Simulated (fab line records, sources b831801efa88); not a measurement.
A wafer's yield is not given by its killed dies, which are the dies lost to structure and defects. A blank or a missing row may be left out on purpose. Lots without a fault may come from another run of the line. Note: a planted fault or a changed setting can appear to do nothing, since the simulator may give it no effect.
Chamber matching || flow sky130 || SKY_CONTACT_CMP_27 on cmp-02: 4 sister chambers
The step polishes, stops on SiO2, t overpolish 15 s, target thk 0 nm. 8 wafers are shown with their chamber, then 12 later ones without.

## WAFERS, EACH WITH ITS CHAMBER
{"wafer": "L083.1", "chamber": 0, "motor current A (A)": 10.8, "overpolish run s (s)": 14.986}
{"wafer": "L087.2", "chamber": 1, "motor current A (A)": 10.7, "overpolish run s (s)": 14.991}
{"wafer": "L087.3", "chamber": 3, "motor current A (A)": 9.6, "overpolish run s (s)": 15.015}
{"wafer": "L087.5", "chamber": 1, "motor current A (A)": 10.6, "overpolish run s (s)": 15.015}
{"wafer": "L088.1", "chamber": 3, "motor current A (A)": 10.0, "overpolish run s (s)": 14.994}
{"wafer": "L088.6", "chamber": 2, "motor current A (A)": 9.6, "overpolish run s (s)": 15.000}
{"wafer": "L089.1", "chamber": 0, "motor current A (A)": 10.9, "overpolish run s (s)": 14.998}
{"wafer": "L089.3", "chamber": 2, "motor current A (A)": 9.3, "overpolish run s (s)": 15.001}

## WAFERS WHOSE CHAMBER IS MISSING
{"wafer": "L089.6", "motor current A (A)": 10.5, "overpolish run s (s)": 15.019}
{"wafer": "L090.2", "motor current A (A)": 10.3, "overpolish run s (s)": 14.998}
{"wafer": "L090.4", "motor current A (A)": 9.5, "overpolish run s (s)": 15.005}
{"wafer": "L092.1", "motor current A (A)": 10.6, "overpolish run s (s)": 14.996}
{"wafer": "L092.2", "motor current A (A)": 10.8, "overpolish run s (s)": 15.002}
{"wafer": "L092.3", "motor current A (A)": 9.5, "overpolish run s (s)": 15.010}
{"wafer": "L094.2", "motor current A (A)": 10.7, "overpolish run s (s)": 14.996}
{"wafer": "L094.5", "motor current A (A)": 10.3, "overpolish run s (s)": 15.016}
{"wafer": "L094.6", "motor current A (A)": 9.7, "overpolish run s (s)": 15.001}
{"wafer": "L095.1", "motor current A (A)": 9.1, "overpolish run s (s)": 15.009}
{"wafer": "L095.3", "motor current A (A)": 10.1, "overpolish run s (s)": 15.006}
{"wafer": "L095.4", "motor current A (A)": 10.6, "overpolish run s (s)": 14.996}

## WHICH CHAMBER EACH ONE RAN IN
{"wafer": "L089.6", "from the rows above": "can't be placed: 1 or 0", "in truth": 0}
{"wafer": "L090.2", "from the rows above": "can't be placed: 1 or 3 or 0", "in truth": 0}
{"wafer": "L090.4", "from the rows above": "can't be placed: 2 or 3", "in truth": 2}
{"wafer": "L092.1", "from the rows above": "can't be placed: 1 or 0", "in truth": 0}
{"wafer": "L092.2", "from the rows above": "can't be placed: 1 or 0", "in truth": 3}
{"wafer": "L092.3", "from the rows above": "can't be placed: 2 or 3", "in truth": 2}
{"wafer": "L094.2", "from the rows above": "can't be placed: 1 or 0", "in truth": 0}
{"wafer": "L094.5", "from the rows above": "can't be placed: 1 or 3 or 0", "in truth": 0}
{"wafer": "L094.6", "from the rows above": "can't be placed: 3 or 2", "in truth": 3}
{"wafer": "L095.1", "from the rows above": "can't be placed: 2 or 3", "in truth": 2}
{"wafer": "L095.3", "from the rows above": "can't be placed: 3 or 1 or 2", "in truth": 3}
{"wafer": "L095.4", "from the rows above": "can't be placed: 1 or 0", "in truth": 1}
0 of 12 placed correctly. Can't be placed from these rows: 12 (the true chamber is among the candidates in 11). Number placed wrongly: 0.
How it was worked out, from the rows above alone: a wafer's distance from a chamber is the root of the sum, over the readings, of the square of ((its reading less the chamber's mean) divided by the reading's scatter). The wafer belongs to the nearest chamber; if the next one is less than 2 further off, it can't be placed. Each chamber's mean is taken over the wafers shown for it. The scatter is the square root of a quotient: the sum, over the shown wafers, of each reading's squared deviation from its chamber's mean, divided by wafers minus chambers.
